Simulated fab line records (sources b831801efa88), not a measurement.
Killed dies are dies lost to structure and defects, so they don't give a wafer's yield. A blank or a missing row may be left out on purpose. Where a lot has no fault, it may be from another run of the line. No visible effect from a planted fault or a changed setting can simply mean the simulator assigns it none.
Which of the tools did it? / flow gf180mcu / 39 wafers from 13 lots sampled at 5 of the route's 602 steps

## WHAT THE GAUGES SHOWED, per wafer
GF_STI_BOW_MEAS_00. Usual: INCOMING_BOW gives 0 um (standard deviation 6.1).
lot=L154; measured=day 1 10:00; on=film-metro-03; INCOMING_BOW (um)=-5 -5 -5; flag=
lot=L155; measured=day 1 15:04; on=film-metro-03; INCOMING_BOW (um)=-2 5 -3; flag=
lot=L157; measured=day 2 01:00; on=film-metro-03; INCOMING_BOW (um)=8 5 13; flag=
lot=L159; measured=day 2 11:01; on=film-metro-04; INCOMING_BOW (um)=11 -14 -11; flag=
lot=L160; measured=day 2 16:00; on=film-metro-03; INCOMING_BOW (um)=-1 3 -2; flag=
lot=L162; measured=day 3 02:02; on=film-metro-03; INCOMING_BOW (um)=5 -4 4; flag=
lot=L163; measured=day 3 07:01; on=film-metro-04; INCOMING_BOW (um)=-4 -2 -11; flag=
lot=L164; measured=day 3 12:01; on=film-metro-03; INCOMING_BOW (um)=8 -4 3; flag=
lot=L165; measured=day 3 17:02; on=film-metro-04; INCOMING_BOW (um)=2 -10 -11; flag=
lot=L166; measured=day 3 22:01; on=film-metro-04; INCOMING_BOW (um)=-1 6 -4; flag=
lot=L167; measured=day 4 03:00; on=film-metro-03; INCOMING_BOW (um)=6 -2 1; flag=
lot=L171; measured=day 4 23:02; on=film-metro-02; INCOMING_BOW (um)=16 -4 0; flag=
lot=L174; measured=day 5 14:01; on=film-metro-03; INCOMING_BOW (um)=-1 5 -3; flag=

GF_VT_IMPLANT_TW_MEAS_32. Usual: VT_IMPLANT_3_TW gives 264.5 (standard deviation 2.1).
lot=L154; measured=day 7 09:31; on=film-metro-04; VT_IMPLANT_3_TW=264.5 264.2 264.9; flag=
lot=L155; measured=day 7 08:22; on=film-metro-02; VT_IMPLANT_3_TW=259.9 259.2 261.8; flag=
lot=L157; measured=day 7 20:02; on=film-metro-01; VT_IMPLANT_3_TW=265.3 266.0 264.1; flag=
lot=L159; measured=day 8 05:32; on=film-metro-01; VT_IMPLANT_3_TW=263.9 265.4 266.6; flag=
lot=L160; measured=day 8 10:29; on=film-metro-04; VT_IMPLANT_3_TW=267.1 265.1 265.9; flag=
lot=L162; measured=day 8 21:06; on=film-metro-04; VT_IMPLANT_3_TW=265.8 265.6 266.5; flag=
lot=L163; measured=day 9 02:50; on=film-metro-04; VT_IMPLANT_3_TW=265.8 265.6 265.0; flag=
lot=L164; measured=day 9 11:35; on=film-metro-04; VT_IMPLANT_3_TW=265.3 266.5 265.9; flag=
lot=L165; measured=day 9 18:41; on=film-metro-01; VT_IMPLANT_3_TW=267.9 267.2 268.3; flag=
lot=L166; measured=day 9 21:38; on=film-metro-02; VT_IMPLANT_3_TW=259.8 260.2 260.3; flag=
lot=L167; measured=day 10 13:43; on=film-metro-04; VT_IMPLANT_3_TW=266.9 265.3 266.8; flag=
lot=L171; measured=day 12 02:32; on=film-metro-02; VT_IMPLANT_3_TW=138.0 139.3 139.2; flag=OFF
lot=L174; measured=day 13 01:41; on=film-metro-02; VT_IMPLANT_3_TW=136.0 135.9 135.9; flag=OFF

GF_HV_LDD_CD_MEAS_19 targets a cd of 400 nm. Usual: 400.3 nm for cd-nm, sd 2.
lot=L154; measured=day 11 07:37; on=cd-sem-02; cd-nm (nm)=397.9 395.9 397.2; flag=
lot=L155; measured=day 11 05:01; on=cd-sem-02; cd-nm (nm)=400.3 400.2 399.6; flag=
lot=L157; measured=day 11 20:52; on=cd-sem-02; cd-nm (nm)=401.8 399.6 400.4; flag=
lot=L159; measured=day 12 07:01; on=cd-sem-02; cd-nm (nm)=399.6 402.8 398.3; flag=
lot=L160; measured=day 12 13:05; on=cd-sem-02; cd-nm (nm)=403.7 402.6 402.0; flag=
lot=L162; measured=day 13 03:48; on=cd-sem-02; cd-nm (nm)=399.0 399.2 400.7; flag=
lot=L163; measured=day 13 11:22; on=cd-sem-01; cd-nm (nm)=402.0 402.0 401.0; flag=
lot=L164; measured=day 13 19:25; on=cd-sem-01; cd-nm (nm)=400.4 402.1 400.8; flag=
lot=L165; measured=day 14 02:30; on=cd-sem-02; cd-nm (nm)=400.7 403.3 401.1; flag=
lot=L166; measured=day 14 03:08; on=cd-sem-02; cd-nm (nm)=396.4 398.7 395.9; flag=
lot=L167; measured=day 14 23:40; on=cd-sem-01; cd-nm (nm)=404.2 401.8 402.1; flag=
lot=L171; measured=day 16 20:02; on=cd-sem-02; cd-nm (nm)=400.1 400.1 398.4; flag=
lot=L174; measured=day 18 01:37; on=cd-sem-01; cd-nm (nm)=401.7 400.4 403.4; flag=

## WHICH TOOL RAN EACH LOT (tool, then ch and the chambers of the sampled wafers, then the start)
lot=L154; GF_STI_ETCH_13=rie-diel-01 ch 0,1,3, day 2 02:28; GF_VT_IMPLANT_IMPLANT_30=implanter-04 ch 0, day 7 09:16
lot=L155; GF_STI_ETCH_13=rie-diel-01 ch 0,3, day 2 07:34; GF_VT_IMPLANT_IMPLANT_30=implanter-02 ch 0, day 7 08:09
lot=L157; GF_STI_ETCH_13=rie-diel-04 ch 0,1,3, day 2 21:58; GF_VT_IMPLANT_IMPLANT_30=implanter-02 ch 0, day 7 19:47
lot=L159; GF_STI_ETCH_13=rie-diel-02 ch 0,2,3, day 3 06:38; GF_VT_IMPLANT_IMPLANT_30=implanter-01 ch 0, day 8 05:18
lot=L160; GF_STI_ETCH_13=rie-diel-04 ch 0,1,2, day 3 10:28; GF_VT_IMPLANT_IMPLANT_30=implanter-01 ch 0, day 8 10:14
lot=L162; GF_STI_ETCH_13=rie-diel-04 ch 0,1,3, day 3 19:38; GF_VT_IMPLANT_IMPLANT_30=implanter-01 ch 0, day 8 20:53
lot=L163; GF_STI_ETCH_13=rie-diel-02 ch 0,2, day 3 23:01; GF_VT_IMPLANT_IMPLANT_30=implanter-04 ch 0, day 9 02:35
lot=L164; GF_STI_ETCH_13=rie-diel-04 ch 0,2, day 4 05:28; GF_VT_IMPLANT_IMPLANT_30=implanter-01 ch 0, day 9 11:20
lot=L165; GF_STI_ETCH_13=rie-diel-02 ch 1,2,3, day 4 10:17; GF_VT_IMPLANT_IMPLANT_30=implanter-04 ch 0, day 9 18:28
lot=L166; GF_STI_ETCH_13=rie-diel-01 ch 1,2,3, day 4 16:01; GF_VT_IMPLANT_IMPLANT_30=implanter-04 ch 0, day 9 21:23
lot=L167; GF_STI_ETCH_13=rie-diel-04 ch 0,1,3, day 4 20:19; GF_VT_IMPLANT_IMPLANT_30=implanter-01 ch 0, day 10 13:28
lot=L171; GF_STI_ETCH_13=rie-diel-02 ch 0,1,3, day 5 19:51; GF_VT_IMPLANT_IMPLANT_30=implanter-01 ch 0, day 12 02:19
lot=L174; GF_STI_ETCH_13=rie-diel-02 ch 0,2,3, day 6 12:58; GF_VT_IMPLANT_IMPLANT_30=implanter-01 ch 0, day 13 01:26
- GF_STI_ETCH_13: etches the open film in CHF3/O2, stops on Si, target depth 282.31 nm, time 112.9 s.
- GF_VT_IMPLANT_IMPLANT_30

## AS READ BY THE TOOLS THEMSELVES (means over the sampled wafers that have a number; for cases with no such wafer, the mark the record gives instead)
GF_STI_ETCH_13. Usual: chamber-pressure-mTorr 40.00 mTorr, standard deviation 0.037; drypump-motor-current-A 5.7 A, standard deviation 0.46; oes-product-au 0.834 a.u., standard deviation 0.0057; throttle-valve-pct 8.811 %, standard deviation 0.0092.
lot=L154; tool=rie-diel-01; chamber-pressure-mTorr (mTorr)=39.99; drypump-motor-current-A (A)=5.7; oes-product-au (a.u.)=0.837; throttle-valve-pct (%)=8.804; flag=
lot=L155; tool=rie-diel-01; chamber-pressure-mTorr (mTorr)=39.98; drypump-motor-current-A (A)=5.4; oes-product-au (a.u.)=0.833; throttle-valve-pct (%)=8.803; flag=
lot=L157; tool=rie-diel-04; chamber-pressure-mTorr (mTorr)=40.01; drypump-motor-current-A (A)=5.8; oes-product-au (a.u.)=0.842; throttle-valve-pct (%)=8.808; flag=
lot=L159; tool=rie-diel-02; chamber-pressure-mTorr (mTorr)=39.98; drypump-motor-current-A (A)=5.7; oes-product-au (a.u.)=0.832; throttle-valve-pct (%)=8.812; flag=
lot=L160; tool=rie-diel-04; chamber-pressure-mTorr (mTorr)=39.99; drypump-motor-current-A (A)=5.8; oes-product-au (a.u.)=0.823; throttle-valve-pct (%)=8.806; flag=
lot=L162; tool=rie-diel-04; chamber-pressure-mTorr (mTorr)=40.00; drypump-motor-current-A (A)=5.8; oes-product-au (a.u.)=0.834; throttle-valve-pct (%)=8.819; flag=
lot=L163; tool=rie-diel-02; chamber-pressure-mTorr (mTorr)=40.00; drypump-motor-current-A (A)=5.7; oes-product-au (a.u.)=0.836; throttle-valve-pct (%)=8.815; flag=
lot=L164; tool=rie-diel-04; chamber-pressure-mTorr (mTorr)=40.00; drypump-motor-current-A (A)=6.0; oes-product-au (a.u.)=0.836; throttle-valve-pct (%)=8.812; flag=
lot=L165; tool=rie-diel-02; chamber-pressure-mTorr (mTorr)=40.01; drypump-motor-current-A (A)=5.3; oes-product-au (a.u.)=0.828; throttle-valve-pct (%)=8.814; flag=
lot=L166; tool=rie-diel-01; chamber-pressure-mTorr (mTorr)=39.98; drypump-motor-current-A (A)=5.7; oes-product-au (a.u.)=0.839; throttle-valve-pct (%)=8.813; flag=
lot=L167; tool=rie-diel-04; chamber-pressure-mTorr (mTorr)=40.00; drypump-motor-current-A (A)=5.8; oes-product-au (a.u.)=0.838; throttle-valve-pct (%)=8.810; flag=
lot=L171; tool=rie-diel-02; chamber-pressure-mTorr (mTorr)=39.98; drypump-motor-current-A (A)=5.4; oes-product-au (a.u.)=0.836; throttle-valve-pct (%)=8.814; flag=
lot=L174; tool=rie-diel-02; chamber-pressure-mTorr (mTorr)=40.01; drypump-motor-current-A (A)=5.7; oes-product-au (a.u.)=0.833; throttle-valve-pct (%)=8.814; flag=

GF_VT_IMPLANT_IMPLANT_30. Usual: dose-ions-cm2 2.5338e+12, standard deviation 2.9e+09; faraday-current-uA 14.29, standard deviation 0.28.
lot=L154 tool=implanter-04 dose-ions-cm2=2.5364e+12 faraday-current-uA=14.29 flag=
lot=L155 tool=implanter-02 dose-ions-cm2=2.5350e+12 faraday-current-uA=14.08 flag=
lot=L157 tool=implanter-02 dose-ions-cm2=2.5369e+12 faraday-current-uA=14.43 flag=
lot=L159 tool=implanter-01 dose-ions-cm2=2.5307e+12 faraday-current-uA=14.36 flag=
lot=L160 tool=implanter-01 dose-ions-cm2=2.5364e+12 faraday-current-uA=14.40 flag=
lot=L162 tool=implanter-01 dose-ions-cm2=2.5346e+12 faraday-current-uA=14.14 flag=
lot=L163 tool=implanter-04 dose-ions-cm2=2.5298e+12 faraday-current-uA=14.09 flag=
lot=L164 tool=implanter-01 dose-ions-cm2=2.5381e+12 faraday-current-uA=14.24 flag=
lot=L165 tool=implanter-04 dose-ions-cm2=2.5371e+12 faraday-current-uA=14.23 flag=
lot=L166 tool=implanter-04 dose-ions-cm2=2.5323e+12 faraday-current-uA=14.15 flag=
lot=L167 tool=implanter-01 dose-ions-cm2=2.5322e+12 faraday-current-uA=14.27 flag=
lot=L171 tool=implanter-01 dose-ions-cm2=2.5137e+11 faraday-current-uA=1.45 flag=OFF
lot=L174 tool=implanter-01 dose-ions-cm2=2.5377e+11 faraday-current-uA=1.43 flag=OFF

## THE ANSWER, worked out from the rows above alone
Rule: a lot counts as off when the mean over its wafers that have a number is more than 3 standard deviations away from the usual mean. A lot without any number at a reading at which 4 lots or more have one is off too. All remaining lots with rows at the step are treated as sound. After the gauges, taken in route order, come the tools' own readings; for these a lot's mean is taken, as printed above. The first step at which some lot is off is used, and at that step the reading that is off furthest; a lot without a number counts as furthest.
Off: L171, L174, at GF_VT_IMPLANT_TW_MEAS_32 (VT_IMPLANT_3_TW).
A tool fits if, at a process step before that reading, it ran every lot that is off, and no sound lot after the first of them. Not tried: the gauges at GF_VT_IMPLANT_TW_MEAS_32; whatever is off there is also off at GF_VT_IMPLANT_IMPLANT_30, on other tools, and gauge error can't account for it. 2 tools fit, rie-diel-02 at GF_STI_ETCH_13 and implanter-01 at GF_VT_IMPLANT_IMPLANT_30, so this cannot tell which one it is.

## WHAT THE SIMULATOR HAD PUT IN
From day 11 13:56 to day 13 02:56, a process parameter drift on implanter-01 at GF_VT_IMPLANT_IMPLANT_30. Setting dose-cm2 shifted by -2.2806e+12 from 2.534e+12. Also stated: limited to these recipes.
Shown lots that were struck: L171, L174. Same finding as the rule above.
